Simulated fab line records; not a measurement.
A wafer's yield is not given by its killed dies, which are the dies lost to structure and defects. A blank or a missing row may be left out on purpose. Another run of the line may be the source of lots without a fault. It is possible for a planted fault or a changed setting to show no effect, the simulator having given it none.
fab line records -- flow sky130 -- part 2 of 2: steps 44 to 44 of 44
record lots=6, wafers=18, last_day=50
route steps=708 shown VIA2@527 METAL3@532 CAPM@537 PAD_OPEN@708
lots that met no fault: taken from a fault-free run of the same line
start_h: hours from the record's opening day to when the first of the lot's shown wafers began -- wait_h: hours from the lot's prior step to this one -- " repeats the value in the row above -- L1.1+2: a single row standing in for several wafers -- - value missing, or start not given -- * or withheld: withheld -- < > ~ a bound
route shown NAME@n: names a module that has steps shown in the file, with the first one's number in the route -- usual: mean and standard deviation over wafers with no fault -- same: alike in all rows -- chamber/n: place in a boat -- sites: readings site by site -- _std_site: the values' standard deviation -- _edge_site: the outer-site mean with the inner-site mean subtracted -- radius_mm: how far each site lies from the wafer's centre -- mask NAME#n: copy n -- behind: the tool/chamber that last shaped the wafer -- hold: what put the lot on hold/how long, in hours/how the hold closed -- device: the transistor (n, p or np) that didn't switch -- end of line: the tests these same wafers got at the end of their route -- where a step has no rows: the recipe by itself -- killed: dies lost to structure and defects at the first sort, not the wafer's yield -- map: a wafer's dies, marking killed ones x, the rest . and places with no die _
set.NAME: the setting that was run; set.NAME@STEP: the one run at that earlier step -- model.NAME: the simulator's own value behind a step, which no gauge read
lots at selected steps of the route; one table per step, one row per wafer
services: the hour from which a tool's chamber was out of use, counted from the record's first day as start_h (under 0 if before that day), plus the number of hours and why
## steps
# step SKY_PAD_OPEN_PROBE_99
# usual defect_limited_yield=82.4/1.8, killed_at_M0_to_M3=43/6.8, killed_at_M4_up=3.1/1.6, killed_at_contacts=24/5.4, killed_at_front_end=16/4.4, killed_at_other=0.2/0.48, killed_dies=87/8.8, killed_open=48/6.4, killed_short=39/6.2, sort_bin_3_pad_short=0.9/0.43, sort_bin_5_function=10.5/1.4, sort_bin_6_memory=6.2/1.1, sort_n_pass=405/8.8, sort_yield_pct=82.4/1.8
# same gross_dies=492, killed_at_back_side=0, sort_bin_4_leakage[%]=0, sort_bin_8_speed[%]=0
lot.wafer,tool,chamber,start_h,wait_h,defect_limited_yield[%],killed_at_M0_to_M3,killed_at_M4_up,killed_at_contacts,killed_at_front_end,killed_at_other,killed_dies,killed_open,killed_short,sort_bin_3_pad_short[%],sort_bin_5_function[%],sort_bin_6_memory[%],sort_n_pass,sort_yield_pct[%],model.etest.cap_mim.plate_ohm_sq,model.etest.cap_mim.bv_v,model.etest.cap_mim.leak_log10_a_cm2
L943.4,prober-02,-,1084.39,0.2,82.7,46,4,14,21,0,85,49,36,1.0,8.3,7.9,407,82.7,6.11,13.51,-8.802
L943.5,prober-02,-,1084.44,0.2,85.4,35,3,20,14,0,72,45,27,1.0,8.7,4.9,420,85.4,6.067,14.12,-8.786
L943.6,prober-02,-,1084.49,0.2,78.9,64,4,21,15,0,104,54,50,2.0,11.6,7.5,388,78.9,6.126,14.32,-8.847
L944.1,prober-01,-,1088.88,0.1,81.1,47,4,26,16,0,93,53,40,1.2,10.6,7.1,399,81.1,5.944,14.45,-9.227
L944.3,prober-01,-,1088.98,0.2,83.1,43,4,26,10,0,83,49,34,0.6,10.0,6.3,409,83.1,5.936,14.02,-8.792
L944.6,prober-01,-,1089.13,0.2,81.3,47,4,31,9,1,92,49,43,0.4,12.4,5.9,400,81.3,6.128,14.72,-9.199
L945.1,prober-02,-,1101.12,0.1,83.3,43,4,23,12,0,82,42,40,0.8,9.6,6.3,410,83.3,5.933,13.48,-8.883
L945.4,prober-02,-,1101.27,0.2,80.9,46,4,31,12,1,94,52,42,1.0,12.0,6.1,398,80.9,5.886,13.5,-9.065
L945.5,prober-02,-,1101.32,0.2,83.7,43,2,18,16,1,80,40,40,0.2,10.2,5.9,412,83.7,5.888,13.7,-9.044
L948.1,prober-01,-,1122.81,0.1,84.6,35,1,25,14,1,76,42,34,0.6,8.9,5.9,416,84.6,6.037,13.71,-8.628
L948.3,prober-01,-,1122.91,0.2,81.9,41,4,23,21,0,89,45,44,1.0,9.1,7.9,403,81.9,6.073,13.14,-8.768
L948.5,prober-01,-,1123.01,0.2,81.5,55,1,20,15,0,91,45,46,1.2,11.8,5.5,401,81.5,5.949,14.13,-8.921
L964.1,prober-01,-,1198.98,0.1,83.1,40,2,23,18,0,83,45,38,0.4,11.0,5.5,409,83.1,7.761,12.67,-8.326
L964.5,prober-01,-,1199.18,0.2,85.2,29,5,24,15,0,73,34,39,1.2,9.3,4.3,419,85.2,7.892,13.07,-8.561
L964.6,prober-01,-,1199.23,0.2,85.2,30,1,32,10,0,73,42,31,1.8,8.7,4.3,419,85.2,7.711,13.43,-8.622
L965.1,prober-02,-,1202.14,0.1,82.7,34,7,27,17,0,85,41,44,0.6,10.8,5.9,407,82.7,7.93,12.38,-8.195
L965.2,prober-02,-,1202.19,0.1,82.3,44,4,24,15,0,87,48,39,0.8,10.4,6.5,405,82.3,7.752,12.11,-8.302
L965.6,prober-02,-,1202.39,0.2,82.7,42,3,22,17,1,85,45,40,0.4,9.8,7.1,407,82.7,7.782,12.63,-8.595
# killed by level:class
L943.4 VIA1:geometric_particle:open=10 CONTACT:geometric_particle:open=8 VIA2:geometric_particle:open=8 POLY_GATE:geometric_particle:open=7 METAL1:geometric_particle:short=7 FIELD_ISO:geometric_particle:short=6 METAL2:geometric_particle:short=6 VIA3:geometric_particle:open=5
L943.5 CONTACT:geometric_particle:open=9 VIA1:geometric_particle:open=8 VIA3:geometric_particle:open=8 VIA2:geometric_particle:open=6 LI_CONTACT:geometric_particle:open=5 FIELD_ISO:geometric_particle:short=4 POLY_GATE:geometric_particle:open=4 VIA1:geometric_particle:short=4
L943.6 VIA1:geometric_particle:open=16 METAL2:geometric_particle:short=10 VIA2:geometric_particle:open=9 CONTACT:geometric_particle:open=8 VIA3:geometric_particle:open=7 VIA2:geometric_particle:short=7 VIA1:geometric_particle:short=6 FIELD_ISO:geometric_particle:open=4
L944.1 VIA1:geometric_particle:open=14 VIA1:geometric_particle:short=10 LI_CONTACT:geometric_particle:open=9 CONTACT:geometric_particle:open=6 METAL1:geometric_particle:short=5 FIELD_ISO:geometric_particle:open=4 LOCAL_INTERCONNECT:geometric_particle:open=4 CONTACT:geometric_particle:short=4
L944.3 CONTACT:geometric_particle:open=13 VIA1:geometric_particle:open=8 METAL1:geometric_particle:short=7 VIA3:geometric_particle:open=6 LI_CONTACT:geometric_particle:open=5 VIA1:geometric_particle:short=5 METAL2:geometric_particle:short=5 CONTACT:geometric_particle:short=4
L944.6 VIA1:geometric_particle:open=15 CONTACT:geometric_particle:open=11 METAL2:geometric_particle:short=8 LI_CONTACT:geometric_particle:short=6 LOCAL_INTERCONNECT:geometric_particle:short=5 VIA2:geometric_particle:open=5 METAL1:geometric_particle:short=4 POLY_GATE:geometric_particle:open=4
L945.1 METAL1:geometric_particle:short=10 CONTACT:geometric_particle:short=7 CONTACT:geometric_particle:open=7 VIA2:geometric_particle:open=7 LI_CONTACT:geometric_particle:open=6 VIA1:geometric_particle:open=6 VIA3:geometric_particle:open=6 POLY_GATE:geometric_particle:open=4
L945.4 CONTACT:geometric_particle:open=16 METAL1:geometric_particle:short=8 LI_CONTACT:geometric_particle:open=7 VIA3:geometric_particle:open=7 VIA1:geometric_particle:open=6 METAL3:geometric_particle:short=6 VIA1:geometric_particle:short=5 FIELD_ISO:geometric_particle:open=4
L945.5 METAL1:geometric_particle:short=10 LI_CONTACT:geometric_particle:open=9 VIA1:geometric_particle:open=7 VIA1:geometric_particle:short=6 FIELD_ISO:geometric_particle:open=5 CONTACT:geometric_particle:open=5 POLY_GATE:geometric_particle:short=4 METAL3:geometric_particle:short=4
L948.1 VIA1:geometric_particle:open=13 CONTACT:geometric_particle:open=8 LI_CONTACT:geometric_particle:open=7 CONTACT:geometric_particle:short=7 METAL2:geometric_particle:short=6 FIELD_ISO:geometric_particle:open=4 VIA3:geometric_particle:open=4 FIELD_ISO:geometric_particle:short=3
L948.3 VIA1:geometric_particle:open=12 CONTACT:geometric_particle:open=9 FIELD_ISO:geometric_particle:open=7 CONTACT:geometric_particle:short=6 METAL2:geometric_particle:short=6 VIA3:geometric_particle:open=6 LOCAL_INTERCONNECT:geometric_particle:short=4 FIELD_ISO:geometric_particle:short=4
L948.5 VIA1:geometric_particle:open=13 CONTACT:geometric_particle:open=11 FIELD_ISO:geometric_particle:short=7 VIA2:geometric_particle:open=7 METAL2:geometric_particle:short=6 METAL1:geometric_particle:short=6 VIA1:geometric_particle:short=5 VIA3:geometric_particle:short=5
L964.1 LI_CONTACT:geometric_particle:open=8 FIELD_ISO:geometric_particle:open=6 VIA1:geometric_particle:open=6 METAL2:geometric_particle:short=6 LI_CONTACT:geometric_particle:short=5 CONTACT:geometric_particle:open=5 METAL3:geometric_particle:short=5 VIA3:geometric_particle:open=5
L964.5 LI_CONTACT:geometric_particle:open=7 CONTACT:geometric_particle:open=7 FIELD_ISO:geometric_particle:short=6 VIA2:geometric_particle:open=6 LOCAL_INTERCONNECT:geometric_particle:short=6 METAL1:geometric_particle:short=4 METAL2:geometric_particle:short=4 FIELD_ISO:geometric_particle:open=3
L964.6 CONTACT:geometric_particle:open=10 LI_CONTACT:geometric_particle:open=8 CONTACT:geometric_particle:short=7 VIA3:geometric_particle:open=6 VIA2:geometric_particle:open=5 LI_CONTACT:geometric_particle:short=4 VIA1:geometric_particle:open=4 METAL2:geometric_particle:short=4
L965.1 LI_CONTACT:geometric_particle:open=7 CONTACT:geometric_particle:open=7 VIA1:geometric_particle:open=6 METAL2:geometric_particle:short=6 POLY_GATE:geometric_particle:short=5 LI_CONTACT:geometric_particle:short=5 CONTACT:geometric_particle:short=5 METAL1:geometric_particle:short=5
L965.2 CONTACT:geometric_particle:open=11 VIA1:geometric_particle:open=10 METAL1:geometric_particle:short=6 VIA2:geometric_particle:open=6 VIA3:geometric_particle:open=5 LI_CONTACT:geometric_particle:short=4 CONTACT:geometric_particle:short=4 VIA1:geometric_particle:short=4
L965.6 METAL2:geometric_particle:short=11 VIA1:geometric_particle:open=9 LI_CONTACT:geometric_particle:open=8 CONTACT:geometric_particle:open=8 FIELD_ISO:geometric_particle:open=7 METAL1:geometric_particle:short=6 FIELD_ISO:geometric_particle:short=5 VIA1:geometric_particle:short=4
## services
tool,chamber,start_h,hours,kind
cvd_w-01,-,849.90,6.0,pm
pecvd-01,-,850.80,0.7,repair
cvd_w-02,1,866.69,14.3,repair
pecvd-03,-,871.37,2.7,repair
cvd_w-02,0,892.23,10.6,repair
cvd_w-02,1,894.14,20.5,repair
cvd_w-01,-,904.00,14.0,pm
pvd_sputter-03,-,907.00,6.3,repair
pecvd-01,-,910.16,14.6,pm
pvd_sputter-03,-,912.09,11.4,repair
cvd_w-02,1,919.29,6.9,repair
pvd_sputter-04,-,921.38,9.3,repair
pvd_sputter-03,-,928.44,5.1,repair
pecvd-04,2,933.83,4.7,repair
pvd_sputter-01,-,934.40,0.5,repair
wet_bench-04,-,953.24,4.8,repair
cvd_w-01,1,957.82,1.7,repair
pecvd-03,-,969.64,2.4,repair
pvd_sputter-01,-,970.09,9.2,repair
pecvd-01,2,970.27,5.8,repair
pvd_sputter-02,-,972.30,2.4,repair
pvd_sputter-03,-,1003.58,5.0,repair
pvd_sputter-03,-,1035.81,4.0,repair
cvd_w-01,-,1041.74,0.9,repair
## key
first_sign step=SKY_CAPM_RS_MEAS_03, reading=CAPM_TIN_RS, direction=up, sigmas=25, usual=6.91, struck=8.99
effect step=SKY_CAPM_THK_MEAS_04, reading=CAPM_TIN_THK, direction=down, sigmas=18, usual=198.4, struck=153.6
effect step=SKY_CAPM_METAL_ETCH_13, reading=oes_product_au, direction=down, sigmas=16, usual=0.941, struck=0.812
model_effect step=SKY_CAPM_SPUTTER_02, value=TiN_of_CAPM_SPUTTER_02.thk_nm, without=200.1, struck=154.7
model_effect step=SKY_METAL3_STRIP_20, value=TiN_of_CAPM_SPUTTER_02.thk_nm, without=199.2, struck=153.8
model_effect step=SKY_PAD_OPEN_PROBE_99, value=etest.cap_mim.plate_ohm_sq, without=6.033, struck=7.805
met_at SKY_CAPM_SPUTTER_02
struck_wafers L964.1,L964.5,L964.6,L965.1,L965.2,L965.6
onset_between 881.82 1011.21
also_fits time
fault kind=process_parameter_drift, tool=pvd_sputter-04, chamber=-, onset_h=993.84, steps=SKY_CAPM_SPUTTER_02, channel=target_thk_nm, offset=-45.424, shape=step, end_h=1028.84, acts_in=these_recipes_only, stated=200
